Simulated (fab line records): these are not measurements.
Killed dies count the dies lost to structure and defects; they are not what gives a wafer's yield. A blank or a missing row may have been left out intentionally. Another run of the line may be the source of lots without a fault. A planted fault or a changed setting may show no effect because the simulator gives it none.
Which tool was responsible?	flow gf180mcu	18 wafers from 6 lots sampled at 3 of the route's 602 steps

## WHAT THE GAUGES SHOWED, per wafer
GF_TOP_METAL_THK_MEAS_06: measures by xrf.
lot	measured	on	TOP_METAL_ALCU_THK (nm)
L680	day 27 09:56	film-metro-04	912 909 908
L686	day 29 06:18	film-metro-04	900 894 900
L691	day 30 18:38	film-metro-02	903 899 903
L696	day 32 00:10	film-metro-01	905 908 909
L698	day 32 14:54	film-metro-01	922 917 911
L701	day 33 09:40	film-metro-04	901 900 897

## EACH LOT AND THE TOOL THAT RAN IT (in order: tool; ch and the chambers of the sampled wafers; start)
lot	GF_MIM_SPUTTER_00	GF_V5_SPUTTER_22
L680	pvd-sputter-01, day 24 18:32	pvd-sputter-01, day 27 08:58
L686	pvd-sputter-03, day 26 16:37	pvd-sputter-02, day 29 05:19
L691	pvd-sputter-01, day 28 05:50	pvd-sputter-04, day 30 17:32
L696	pvd-sputter-02, day 29 16:25	pvd-sputter-01, day 31 23:04
L698	pvd-sputter-03, day 30 08:49	pvd-sputter-02, day 32 13:55
L701	pvd-sputter-03, day 31 05:23	pvd-sputter-04, day 33 08:41
- GF_MIM_SPUTTER_00: material Ti, target thk 37.5 nm, time 144.1 s.
- GF_V5_SPUTTER_22: material TiN, target thk 10 nm, time 40 s.

## THE ANSWER, worked out from the rows above alone
Rule: the usual values come from the lots themselves. The widest of any qualifying gaps counts: lots, ordered by their means at a reading, are off when they make up no more than a third of the lots, leave a main group of 4 or more, and stand apart from it by 3 or more times the standard deviation of that group's means. If all means in a main group match to the digits the tables above print for the reading, that group is not used. A lot without any number at a reading at which 4 lots or more have one is off too. All remaining lots with rows at the step are treated as sound.
Nothing can be told from this: no lot is off at any reading shown.

## WHAT THE SIMULATOR HAD INSERTED
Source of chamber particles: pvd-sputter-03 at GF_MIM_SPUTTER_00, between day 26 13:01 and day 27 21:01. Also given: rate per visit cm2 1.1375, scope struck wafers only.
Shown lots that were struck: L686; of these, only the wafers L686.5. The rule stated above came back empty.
